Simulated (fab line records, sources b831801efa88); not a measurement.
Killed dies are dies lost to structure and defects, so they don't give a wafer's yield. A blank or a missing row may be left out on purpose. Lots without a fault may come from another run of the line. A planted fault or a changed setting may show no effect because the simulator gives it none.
fab line records | flow sky130
record lots=9 wafers=27 last_day=50
route steps=708 shown LOCAL_INTERCONNECT@400 CONTACT@409 METAL1@436 PAD_OPEN@708
lots that met no fault: from a run of the same line without faults
start_h: hours from the record's first day to the start of the lot's first wafer shown | wait_h: hours since the lot's step before | " the same as in the row above | L1.1+2: a row that stands for several wafers | - no value, or no start given | * or withheld: withheld | < > ~ a bound
route shown NAME@n: a module of which the file shows steps, and the number in the route of the first | usual: mean/standard deviation of fault-free wafers | same: alike in all rows | chamber/n: place in a boat | sites: the reading at each site | _std_site: their standard deviation | _edge_site: outer sites' mean less inner sites' | radius_mm: how far each site lies from the wafer's centre | mask NAME#n: copy n | behind: the tool/chamber that last shaped the wafer | hold: why the lot was held/for how many hours/how that ended | device: the transistor (n, p or np) that didn't switch | end of line: the same wafers' tests at the end of the route | a step without rows: its recipe alone | killed: dies lost to structure and defects at the first sort, not the wafer's yield | map: a wafer's dies, x killed, . not, _ none there
set.NAME: the setting as run; set.NAME@STEP: as run at that earlier step | model.NAME: the simulator's own value behind a step, which no gauge read
steps of the route over a sample of lots; a table a step, a row a wafer
services: from which hour (start_h, from the record's first day; less than 0 if before it) a tool's chamber was out of use, for how many hours, and why
## steps
# step SKY_LOCAL_INTERCONNECT_ETCH_13
# recipe chemistry=N2/H2 target=BARC ion_energy_ev=200 bias_w=100 pressure_mtorr=30 n2_flow_sccm=100 h2_flow_sccm=200 icp_w=500 stop_on=SiO2 time_s=45.9 target_depth_a=600
# usual bias_w=99.94/0.28 chamber_pressure_mTorr=29.998/0.027 drypump_motor_current_A=5.7/0.52 h2_flow_sccm=200.0/0.54 n2_flow_sccm=99.96/0.29 oes_product_au=0.854/0.0043 rf_fwd_power_W=495.3/1.8 throttle_valve_pct=13.224/0.0089
# columns lot.wafer tool chamber start_h wait_h bias_w chamber_pressure_mTorr drypump_motor_current_A h2_flow_sccm n2_flow_sccm oes_product_au rf_fwd_power_W rf_hours_counter_h throttle_valve_pct
L962.2 rie_metal-01 0 729.24 0.0 99.90 29.986 5.3 200.3 99.87 0.851 494.6 8 13.222
L962.3 " 0 " " 99.90 30.031 5.2 200.6 99.83 0.854 495.5 - 13.220
L962.5 " 1 " " 100.45 29.967 6.6 200.5 99.77 0.846 494.3 - 13.208
L963.2 rie_metal-01 0 740.90 0.0 99.86 30.006 5.3 200.9 100.18 0.856 496.2 9 13.211
L963.4 " 0 " " 99.67 30.001 5.3 200.3 100.53 0.848 495.9 - 13.234
L963.6 " 0 " " 99.84 29.961 5.3 200.4 100.39 0.858 498.7 - 13.238
L966.1 rie_metal-03 1 778.71 0.0 99.88 29.951 5.5 200.7 100.56 0.852 493.2 4 13.218
L966.2 " 0 " " 99.78 29.980 5.8 199.5 99.75 0.854 495.8 0 13.242
L966.6 " 1 " " 100.10 29.989 5.5 200.9 99.86 0.864 494.4 - 13.227
L967.1 rie_metal-04 0 780.15 0.0 99.53 30.049 4.9 200.2 99.91 0.856 495.7 13 13.227
L967.4 " 0 " " 100.19 30.013 4.9 199.9 99.78 0.853 497.5 - 13.222
L967.6 " 1 " " 99.48 30.071 6.1 199.9 99.81 0.853 493.8 - 13.233
L969.2 rie_metal-03 1 804.09 0.0 99.96 29.960 5.5 199.6 100.00 0.847 490.2 5 13.242
L969.5 " 1 " " 99.32 29.996 5.5 199.5 99.73 0.842 492.5 - 13.225
L969.6 " 0 " " 99.58 30.012 5.8 199.8 99.71 0.852 496.5 - 13.229
L973.1 rie_metal-04 1 826.86 0.0 100.24 30.071 6.1 199.9 99.62 0.854 491.8 16 13.217
L973.5 " 1 " " 100.11 29.964 6.1 199.5 99.62 0.857 495.6 - 13.226
L973.6 " 0 " " 99.96 30.004 4.9 199.1 99.92 0.859 496.1 - 13.246
L974.1 rie_metal-03 1 834.89 0.0 100.07 30.040 5.5 199.5 99.98 0.850 495.3 6 13.226
L974.2 " 0 " " 99.76 29.979 5.8 200.7 99.96 0.853 496.1 2 13.236
L974.6 " 1 " " 100.14 30.040 5.5 200.1 99.56 0.844 494.6 - 13.229
L981.2 rie_metal-04 0 880.14 0.0 99.70 30.024 5.0 200.4 100.02 0.854 491.4 17 13.232
L981.3 " 1 " " 100.74 29.994 6.1 200.3 99.72 0.862 495.1 - 13.209
L981.4 " 0 " " 100.04 29.985 5.0 199.5 99.96 0.859 494.8 - 13.231
L982.1 rie_metal-03 0 880.80 0.0 99.72 29.968 5.8 200.8 100.33 0.850 495.0 4 13.234
L982.3 " 0 " " 100.26 30.013 5.8 200.6 100.22 0.854 493.5 - 13.228
L982.5 " 0 " " 99.88 30.015 5.8 199.6 100.19 0.849 496.4 - 13.223
# step SKY_CONTACT_THK_MEAS_03
# recipe reads=SiO2_of_CONTACT_HDPCVD_02
# usual CONTACT_HDPCVD_THK=567/7.3
# columns lot.wafer tool chamber start_h wait_h CONTACT_HDPCVD_THK[nm]
L962.2 film_metro-04 - 730.12 0.0 565
L962.3 " - " " 554
L962.5 " - " " 565
L963.2 film_metro-03 - 741.82 0.0 575
L963.4 " - " " 566
L963.6 " - " " 571
L966.1 film_metro-03 - 779.58 0.0 572
L966.2 " - " " 570
L966.6 " - " " 571
L967.1 film_metro-04 - 781.03 0.0 577
L967.4 " - " " 567
L967.6 " - " " 569
L969.2 film_metro-04 - 804.98 0.0 566
L969.5 " - " " 566
L969.6 " - " " 576
L973.1 film_metro-04 - 827.76 0.0 556
L973.5 " - " " 554
L973.6 " - " " 574
L974.1 film_metro-03 - 835.80 0.0 556
L974.2 " - " " 567
L974.6 " - " " 559
L981.2 film_metro-04 - 881.45 0.0 567
L981.3 " - " " 571
L981.4 " - " " 571
L982.1 film_metro-01 - 881.84 0.0 560
L982.3 " - " " 564
L982.5 " - " " 562
# step SKY_CONTACT_CVD_24
# recipe material=W target_thk_nm=340 time_s=102.12 temp_c=400 pressure_torr=40
# usual chamber_pressure_Torr=40.02/0.081 heater_power_w=892/57
# columns lot.wafer tool chamber start_h wait_h chamber_pressure_Torr heater_power_w
L962.2 cvd_w-02 1 759.30 0.0 40.06 818
L962.3 " 0 " " 40.06 845
L962.5 " 0 " " 39.93 865
L963.2 cvd_w-01 1 770.12 0.0 40.11 884
L963.4 " 0 " " 39.86 983
L963.6 " 0 " " 39.99 973
L966.1 cvd_w-01 1 807.47 0.0 40.00 901
L966.2 " 0 " " 40.06 962
L966.6 " 1 " " 39.93 915
L967.1 cvd_w-01 1 808.97 0.0 40.16 904
L967.4 " 1 " " 39.99 897
L967.6 " 1 " " 40.06 876
L969.2 cvd_w-01 1 832.83 0.0 40.02 913
L969.5 " 0 " " 39.99 946
L969.6 " 1 " " 40.09 895
L973.1 cvd_w-02 0 855.08 0.0 40.08 844
L973.5 " 1 " " 39.94 830
L973.6 " 0 " " 40.03 829
L974.1 cvd_w-01 1 863.13 0.0 39.99 889
L974.2 " 0 " " 39.85 961
L974.6 " 0 " " 40.05 959
L981.2 cvd_w-01 1 907.76 0.0 39.95 889
L981.3 " 1 " " 39.95 884
L981.4 " 0 " " 40.00 972
L982.1 cvd_w-01 1 909.17 0.0 40.03 869
L982.3 " 0 " " 40.12 966
L982.5 " 1 " " 40.08 910
# step SKY_METAL1_SPUTTER_02
# recipe material=AlCu target_thk_nm=250 power_w=10600 time_s=13.3 chamber_pressure_pa=0.4
# usual throttle_valve_pct=29.7/0.91
# columns lot.wafer tool chamber start_h wait_h throttle_valve_pct
L962.2 pvd_sputter-02 - 759.94 0.0 29.2
L962.3 " - " " 29.7
L962.5 " - " " 29.8
L963.2 pvd_sputter-02 - 770.76 0.0 29.2
L963.4 " - " " 28.9
L963.6 " - " " 29.3
L966.1 pvd_sputter-01 - 808.11 0.0 29.3
L966.2 " - " " 30.0
L966.6 " - " " 29.9
L967.1 pvd_sputter-04 - 809.62 0.0 28.3
L967.4 " - " " 30.3
L967.6 " - " " 31.3
L969.2 pvd_sputter-04 - 833.46 0.0 31.1
L969.5 " - " " 30.9
L969.6 " - " " 31.1
L973.1 pvd_sputter-04 - 855.72 0.0 28.2
L973.5 " - " " 28.3
L973.6 " - " " 30.9
L974.1 pvd_sputter-04 - 863.77 0.0 28.2
L974.2 " - " " 31.0
L974.6 " - " " 31.1
L981.2 pvd_sputter-02 - 908.40 0.0 29.7
L981.3 " - " " 29.1
L981.4 " - " " 28.8
L982.1 pvd_sputter-01 - 909.81 0.0 30.1
L982.3 " - " " 30.0
L982.5 " - " " 30.2
# step SKY_METAL1_RS_MEAS_05
# recipe thk_meas_gauge=four-point-probe reads=TiN_of_METAL1_SPUTTER_04+Ti_of_METAL1_SPUTTER_03+AlCu_of_METAL1_SPUTTER_02+TiN_of_METAL1_SPUTTER_01+Ti_of_METAL1_SPUTTER_00
# usual METAL1_ALCU_RS=0.1270/0.0014
# columns lot.wafer tool chamber start_h wait_h METAL1_ALCU_RS[ohm/sq]
L962.2 film_metro-03 - 760.05 0.0 0.1273
L962.3 " - " " 0.1251
L962.5 " - " " 0.1266
L963.2 film_metro-02 - 770.87 0.0 0.1274
L963.4 " - " " 0.1262
L963.6 " - " " 0.1278
L966.1 film_metro-03 - 808.20 0.0 0.1271
L966.2 " - " " 0.1272
L966.6 " - " " 0.1283
L967.1 film_metro-04 - 809.71 0.0 0.1285
L967.4 " - " " 0.1260
L967.6 " - " " 0.1271
L969.2 film_metro-03 - 833.58 0.0 0.1258
L969.5 " - " " 0.1254
L969.6 " - " " 0.1267
L973.1 film_metro-02 - 855.81 0.0 0.1278
L973.5 " - " " 0.1279
L973.6 " - " " 0.0689
L974.1 film_metro-04 - 863.86 0.0 0.1279
L974.2 " - " " 0.0688
L974.6 " - " " 0.1262
L981.2 film_metro-04 - 908.51 0.0 0.1281
L981.3 " - " " 0.1279
L981.4 " - " " 0.1270
L982.1 film_metro-02 - 909.90 0.0 0.1290
L982.3 " - " " 0.1279
L982.5 " - " " 0.1282
# step SKY_METAL1_THK_MEAS_06
# recipe thk_meas_gauge=xrf reads=AlCu_of_METAL1_SPUTTER_02
# usual METAL1_ALCU_THK=254.0/2.7
# columns lot.wafer tool chamber start_h wait_h METAL1_ALCU_THK[nm]
L962.2 film_metro-03 - 760.16 0.1 253.0
L962.3 " - " " 256.3
L962.5 " - " " 256.5
L963.2 film_metro-02 - 770.98 0.1 254.5
L963.4 " - " " 254.8
L963.6 " - " " 254.0
L966.1 film_metro-03 - 808.32 0.1 251.3
L966.2 " - " " 257.0
L966.6 " - " " 252.5
L967.1 film_metro-04 - 809.83 0.1 251.1
L967.4 " - " " 254.2
L967.6 " - " " 253.1
L969.2 film_metro-03 - 833.69 0.1 255.1
L969.5 " - " " 257.0
L969.6 " - " " 252.8
L973.1 film_metro-02 - 855.93 0.1 251.7
L973.5 " - " " 251.2
L973.6 " - " " 463.6
L974.1 film_metro-04 - 863.98 0.1 252.0
L974.2 " - " " 466.4
L974.6 " - " " 254.5
L981.2 film_metro-04 - 908.62 0.1 251.2
L981.3 " - " " 251.9
L981.4 " - " " 251.3
L982.1 film_metro-02 - 910.02 0.1 250.5
L982.3 " - " " 252.8
L982.5 " - " " 251.2
# step SKY_METAL1_METAL_ETCH_19
# recipe target_depth_a=3600 stop_on=SiO2 over_etch_frac=0.3 time_s=78 chemistry=Cl2/BCl3 resist_sidewall_deg=88 pressure_mtorr=10 icp_w=900 bias_w=48.5 Cl2_flow_sccm=60 bcl3_flow_sccm=30
# usual bias_w=48.47/0.14 chamber_pressure_mTorr=10.000/0.0083 drypump_motor_current_A=5.7/0.55 mfc_cl2_sccm=60.02/0.21 oes_product_au=0.853/0.0058 rf_fwd_power_W=894.3/2.6 throttle_valve_pct=22.265/0.0098
# columns lot.wafer tool chamber start_h wait_h bias_w chamber_pressure_mTorr drypump_motor_current_A mfc_cl2_sccm oes_product_au rf_fwd_power_W rf_hours_counter_h throttle_valve_pct
L962.2 rie_metal-04 0 786.66 0.0 48.57 9.985 4.9 59.84 0.859 888.3 13 22.270
L962.3 " 0 " " 48.34 10.016 4.9 59.99 0.846 890.9 - 22.268
L962.5 " 0 " " 48.42 10.015 5.0 59.98 0.854 890.4 - 22.277
L963.2 rie_metal-04 0 797.74 0.0 48.50 9.999 4.9 59.86 0.849 896.2 14 22.284
L963.4 " 1 " " 48.66 9.984 6.1 59.86 0.855 898.5 - 22.263
L963.6 " 1 " " 48.41 10.006 6.1 60.02 0.844 893.1 - 22.247
L966.1 rie_metal-04 0 834.88 0.0 48.54 10.006 5.0 60.08 0.853 893.2 15 22.250
L966.2 " 1 " " 48.63 9.998 6.1 59.92 0.847 894.3 16 22.265
L966.6 " 0 " " 48.56 9.997 4.9 60.04 0.850 892.7 - 22.250
L967.1 rie_metal-01 0 836.24 0.0 48.60 10.004 5.2 60.05 0.853 897.6 11 22.257
L967.4 " 1 " " 48.44 10.004 6.6 59.98 0.856 895.8 - 22.249
L967.6 " 1 " " 48.51 10.006 6.6 59.74 0.851 897.7 - 22.275
L969.2 rie_metal-01 0 859.13 0.0 48.07 9.995 5.3 59.51 0.858 895.6 13 22.275
L969.5 " 0 " " 48.24 9.990 5.3 60.01 0.847 894.6 - 22.271
L969.6 " 1 " " 48.57 9.994 6.6 60.13 0.856 896.9 - 22.268
L973.1 rie_metal-01 1 882.06 0.0 48.58 10.003 6.6 59.49 0.846 898.2 9 22.250
L973.5 " 0 " " 48.58 10.017 5.3 59.86 0.853 893.1 - 22.280
L973.6 " 1 " " 48.54 10.001 6.6 59.83 1.007 897.6 - 22.255
L974.1 rie_metal-01 0 890.28 0.0 48.74 9.997 5.3 60.12 0.845 890.9 14 22.256
L974.2 " 1 " " 48.48 9.997 6.6 60.21 1.007 898.0 9 22.266
L974.6 " 1 " " 48.40 9.986 6.6 60.10 0.847 897.5 - 22.263
L981.2 rie_metal-01 0 933.55 0.1 48.38 10.002 5.3 60.32 0.853 894.6 - 22.261
L981.3 " 0 " " 48.45 10.000 5.3 60.11 0.852 893.8 - 22.268
L981.4 " 0 " " 48.35 10.001 5.2 60.22 0.852 891.7 - 22.278
L982.1 rie_metal-01 0 935.00 0.1 48.70 9.996 5.2 60.06 0.862 892.6 19 22.272
L982.3 " 0 " " 48.75 10.002 5.3 60.15 0.858 891.1 - 22.285
L982.5 " 0 " " 48.61 10.012 5.3 60.35 0.854 892.9 - 22.262
# step SKY_PAD_OPEN_PROBE_99
# usual defect_limited_yield=82.4/1.7 killed_at_M0_to_M3=44/6.9 killed_at_M4_up=3.3/1.7 killed_at_contacts=24/4.7 killed_at_front_end=15/4.5 killed_at_other=0.2/0.49 killed_dies=86/8.4 killed_on_rim=17/4.2 killed_open=47/6.5 killed_short=39/6 sort_bin_3_pad_short=0.9/0.4 sort_bin_5_function=10.4/1.5 sort_bin_6_memory=6.3/1 sort_n_pass=406/8.4 sort_yield_pct=82.4/1.7
# same gross_dies=492 killed_at_back_side=0 sort_bin_4_leakage[%]=0 sort_bin_8_speed[%]=0
# columns lot.wafer tool chamber start_h wait_h defect_limited_yield[%] killed_at_M0_to_M3 killed_at_M4_up killed_at_contacts killed_at_front_end killed_at_other killed_dies killed_on_rim killed_open killed_short sort_bin_3_pad_short[%] sort_bin_5_function[%] sort_bin_6_memory[%] sort_n_pass sort_yield_pct[%]
L963.2 prober-01 - 1101.48 0.1 81.1 46 2 26 19 0 93 20 58 35 1.2 11.0 6.7 399 81.1
L963.4 prober-01 - 1101.58 0.2 83.1 47 2 21 13 0 83 13 53 30 0.4 8.1 8.3 409 83.1
L963.6 prober-01 - 1101.68 0.2 83.7 37 4 26 12 1 80 14 49 31 1.0 8.9 6.3 412 83.7
L966.1 prober-01 - 1129.34 0.1 82.5 37 2 31 15 1 86 15 54 32 1.2 11.2 5.1 406 82.5
L966.2 prober-01 - 1129.39 0.1 82.9 37 1 20 25 1 84 17 40 44 0.8 11.2 5.1 408 82.9
L966.6 prober-01 - 1129.59 0.2 84.3 41 4 16 16 0 77 10 36 41 1.2 7.1 7.3 415 84.3
L967.1 prober-02 - 1129.96 0.1 82.7 50 5 18 12 0 85 12 38 47 0.8 10.4 6.1 407 82.7
L967.4 prober-02 - 1130.11 0.2 82.5 44 3 24 15 0 86 16 47 39 1.0 10.8 5.7 406 82.5
L967.6 prober-02 - 1130.21 0.2 84.6 34 3 20 19 0 76 10 45 31 0.4 10.0 5.1 416 84.6
L969.2 prober-02 - 1146.87 0.1 83.9 45 3 22 9 0 79 16 45 34 0.8 8.7 6.5 413 83.9
L969.5 prober-02 - 1147.02 0.2 83.3 40 3 29 10 0 82 16 46 36 1.0 10.0 5.7 410 83.3
L969.6 prober-02 - 1147.07 0.2 84.1 30 1 29 17 1 78 8 52 26 0.6 9.6 5.7 414 84.1
L973.1 prober-01 - 1162.35 0.1 82.7 50 2 25 8 0 85 10 46 39 0.8 11.4 5.1 407 82.7
L973.5 prober-01 - 1162.55 0.2 84.8 35 0 27 13 0 75 19 46 29 0.6 8.3 6.3 417 84.8
L973.6 prober-01 - 1162.60 0.2 0 454 2 24 12 0 492 96 52 33 0.8 94.7 4.5 0 0
L974.1 prober-01 - 1165.84 0.1 85.0 39 3 27 5 0 74 10 32 42 0.4 9.3 5.3 418 85.0
L974.2 prober-01 - 1165.89 0.1 0 466 3 16 7 0 492 96 48 38 1.2 92.9 5.9 0 0
L974.6 prober-01 - 1166.09 0.2 83.1 44 4 20 15 0 83 12 44 39 1.2 8.3 7.3 409 83.1
L982.1 prober-01 - 1196.88 0.1 79.5 58 6 20 17 0 101 23 47 54 0.6 13.4 6.5 391 79.5
L982.3 prober-01 - 1196.98 0.2 80.9 48 3 27 16 0 94 20 56 38 0.4 12.2 6.5 398 80.9
L982.5 prober-01 - 1197.08 0.2 86.4 33 5 13 16 0 67 12 36 31 0.4 7.1 6.1 425 86.4
# killed by level:class
L963.2 VIA1:geometric_particle:open=15 CONTACT:geometric_particle:open=9 VIA2:geometric_particle:open=8 VIA3:geometric_particle:open=7 LI_CONTACT:geometric_particle:open=6 CONTACT:geometric_particle:short=6 METAL2:geometric_particle:short=6 FIELD_ISO:geometric_particle:open=5
L963.4 VIA1:geometric_particle:open=13 CONTACT:geometric_particle:open=11 VIA3:geometric_particle:open=8 METAL2:geometric_particle:short=5 FIELD_ISO:geometric_particle:open=4 LOCAL_INTERCONNECT:geometric_particle:open=4 VIA1:geometric_particle:short=4 VIA2:geometric_particle:open=4
L963.6 CONTACT:geometric_particle:open=11 VIA2:geometric_particle:open=8 FIELD_ISO:geometric_particle:open=6 LI_CONTACT:geometric_particle:open=6 VIA1:geometric_particle:open=6 METAL4:geometric_particle:short=4 LI_CONTACT:geometric_particle:short=4 CONTACT:geometric_particle:short=4
L966.1 CONTACT:geometric_particle:open=14 LI_CONTACT:geometric_particle:open=9 VIA1:geometric_particle:open=9 POLY_GATE:geometric_particle:open=6 LI_CONTACT:geometric_particle:short=5 METAL1:geometric_particle:short=5 METAL3:geometric_particle:short=4 METAL2:geometric_particle:short=4
L966.2 VIA1:geometric_particle:open=9 FIELD_ISO:geometric_particle:open=8 FIELD_ISO:geometric_particle:short=8 METAL1:geometric_particle:short=8 METAL2:geometric_particle:short=5 CONTACT:geometric_particle:short=5 VIA2:geometric_particle:open=5 LI_CONTACT:geometric_particle:open=4
L966.6 VIA1:geometric_particle:open=9 CONTACT:geometric_particle:short=5 CONTACT:geometric_particle:open=5 METAL1:geometric_particle:short=5 VIA3:geometric_particle:open=5 METAL2:geometric_particle:short=5 FIELD_ISO:geometric_particle:short=4 POLY_GATE:geometric_particle:open=4
L967.1 VIA1:geometric_particle:open=12 METAL1:geometric_particle:short=11 CONTACT:geometric_particle:open=9 FIELD_ISO:geometric_particle:short=6 METAL2:geometric_particle:short=6 VIA2:geometric_particle:short=5 LI_CONTACT:geometric_particle:short=4 VIA2:geometric_particle:open=4
L967.4 VIA1:geometric_particle:open=13 CONTACT:geometric_particle:open=11 METAL1:geometric_particle:short=8 VIA2:geometric_particle:short=5 VIA2:geometric_particle:open=5 FIELD_ISO:geometric_particle:open=4 LI_CONTACT:geometric_particle:open=4 CONTACT:geometric_particle:short=4
L967.6 VIA1:geometric_particle:open=14 CONTACT:geometric_particle:open=10 FIELD_ISO:geometric_particle:short=5 POLY_GATE:geometric_particle:open=5 POLY_GATE:geometric_particle:short=5 METAL1:geometric_particle:short=5 LI_CONTACT:geometric_particle:open=4 VIA2:geometric_particle:open=4
L969.2 VIA2:geometric_particle:open=9 LI_CONTACT:geometric_particle:open=8 VIA1:geometric_particle:open=7 CONTACT:geometric_particle:open=7 VIA3:geometric_particle:open=7 METAL1:geometric_particle:short=5 VIA3:geometric_particle:short=5 VIA1:geometric_particle:short=4
L969.5 CONTACT:geometric_particle:open=10 LI_CONTACT:geometric_particle:open=8 VIA1:geometric_particle:open=8 VIA3:geometric_particle:open=8 VIA2:geometric_particle:open=5 LOCAL_INTERCONNECT:geometric_particle:short=5 METAL2:geometric_particle:short=5 VIA2:geometric_particle:short=5
L969.6 LI_CONTACT:geometric_particle:open=12 CONTACT:geometric_particle:open=10 VIA1:geometric_particle:open=7 POLY_GATE:geometric_particle:short=6 VIA2:geometric_particle:open=6 FIELD_ISO:geometric_particle:open=5 VIA3:geometric_particle:open=5 POLY_GATE:geometric_particle:open=3
L973.1 VIA1:geometric_particle:open=14 LI_CONTACT:geometric_particle:open=8 VIA1:geometric_particle:short=8 CONTACT:geometric_particle:open=7 METAL1:geometric_particle:short=5 LOCAL_INTERCONNECT:geometric_particle:short=5 VIA3:geometric_particle:open=5 LI_CONTACT:geometric_particle:short=4
L973.5 VIA1:geometric_particle:open=9 LI_CONTACT:geometric_particle:open=8 VIA2:geometric_particle:open=8 CONTACT:geometric_particle:open=7 METAL1:geometric_particle:short=7 CONTACT:geometric_particle:short=5 LI_CONTACT:geometric_particle:short=4 FIELD_ISO:geometric_particle:open=3
L973.6 METAL1:area_etch=407 VIA1:geometric_particle:open=11 LI_CONTACT:geometric_particle:open=10 VIA2:geometric_particle:open=10 VIA1:geometric_particle:short=6 FIELD_ISO:geometric_particle:open=5 CONTACT:geometric_particle:open=4 VIA3:geometric_particle:open=4
L974.1 LOCAL_INTERCONNECT:geometric_particle:short=9 LI_CONTACT:geometric_particle:open=6 CONTACT:geometric_particle:open=6 VIA1:geometric_particle:open=6 METAL2:geometric_particle:short=6 VIA2:geometric_particle:open=5 VIA3:geometric_particle:open=5 VIA1:geometric_particle:short=4
L974.2 METAL1:area_etch=406 VIA1:geometric_particle:open=13 VIA3:geometric_particle:open=10 CONTACT:geometric_particle:open=9 METAL2:geometric_particle:short=8 VIA2:geometric_particle:open=7 VIA1:geometric_particle:short=7 METAL3:geometric_particle:short=5
L974.6 VIA1:geometric_particle:open=11 METAL1:geometric_particle:short=8 VIA3:geometric_particle:open=7 VIA2:geometric_particle:open=7 CONTACT:geometric_particle:open=5 POLY_GATE:geometric_particle:short=4 LI_CONTACT:geometric_particle:open=4 LI_CONTACT:geometric_particle:short=4
L982.1 VIA1:geometric_particle:open=13 VIA1:geometric_particle:short=10 VIA3:geometric_particle:open=9 LI_CONTACT:geometric_particle:open=7 CONTACT:geometric_particle:short=6 METAL4:geometric_particle:short=6 POLY_GATE:geometric_particle:open=5 METAL1:geometric_particle:short=5
L982.3 VIA1:geometric_particle:open=19 CONTACT:geometric_particle:open=12 METAL1:geometric_particle:short=8 CONTACT:geometric_particle:short=6 FIELD_ISO:geometric_particle:open=5 LI_CONTACT:geometric_particle:open=5 VIA1:geometric_particle:short=4 VIA2:geometric_particle:open=4
L982.5 VIA2:geometric_particle:open=8 VIA1:geometric_particle:open=8 FIELD_ISO:geometric_particle:short=6 METAL2:geometric_particle:short=5 LI_CONTACT:geometric_particle:open=5 METAL1:geometric_particle:short=5 POLY_GATE:geometric_particle:open=4 CONTACT:geometric_particle:open=4
## services
# columns tool chamber start_h hours kind
rie_metal-04 - 715.06 1.1 repair
pvd_sputter-02 - 716.50 4.4 repair
rie_metal-04 - 716.94 0.3 repair
cvd_w-01 0 732.91 9.3 repair
rie_metal-01 - 733.99 5.8 repair
rie_metal-04 0 751.44 2.2 repair
rie_metal-01 - 771.00 26.5 repair
cvd_w-01 - 781.11 1.2 repair
cvd_w-01 - 786.37 6.0 pm
rie_metal-01 - 797.58 1.4 pm
pvd_sputter-04 - 806.81 2.7 repair
cvd_w-01 - 849.47 2.8 pm
rie_metal-03 1 875.22 11.9 repair
cvd_w-02 0 881.33 4.3 repair
rie_metal-04 1 882.67 - clean
rie_metal-04 1 882.67 21.5 scheduled_down
rie_metal-04 1 882.67 21.5 vent_cycle
cvd_w-02 1 883.01 4.0 repair
rie_metal-01 1 902.06 73.1 repair
cvd_w-02 - 904.00 14.0 pm
rie_metal-04 0 904.15 - clean
rie_metal-04 0 904.15 32.8 scheduled_down
rie_metal-04 0 904.15 32.8 vent_cycle
cvd_w-01 - 921.03 6.9 pm
## key
first_sign step=SKY_METAL1_RS_MEAS_05 reading=METAL1_ALCU_RS direction=down sigmas=42 usual=0.1270 struck=0.0689
effect step=SKY_METAL1_THK_MEAS_06 reading=METAL1_ALCU_THK direction=up sigmas=78 usual=254.0 struck=465.0
effect step=SKY_METAL1_METAL_ETCH_19 reading=oes_product_au direction=up sigmas=27 usual=0.853 struck=1.007
effect step=SKY_PAD_OPEN_PROBE_99 reading=killed_at_M0_to_M3 direction=up sigmas=60 usual=44 struck=460
more_kills_born_at SKY_METAL1_METAL_ETCH_19@rie_metal-01=813
met_at SKY_METAL1_SPUTTER_02
struck_lots L973,L974
struck_wafers L973.6,L974.2
later_rows_left_out L973.6,L974.2
not_acting_at SKY_LOCAL_INTERCONNECT_ETCH_13,SKY_CONTACT_THK_MEAS_03,SKY_CONTACT_CVD_24
onset_between 833.46 855.72
fault kind=process_parameter_drift tool=pvd_sputter-04 chamber=- onset_h=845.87 steps=SKY_METAL1_SPUTTER_02 channel=target_thk_nm offset=203.14 shape=step end_h=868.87 acts_in=these_recipes_only stated=250 scope=struck_wafers_only
# later_rows_left_out: the simulator's readings of these wafers behind a module that went badly wrong aren't trusted and aren't shown, but for the sort
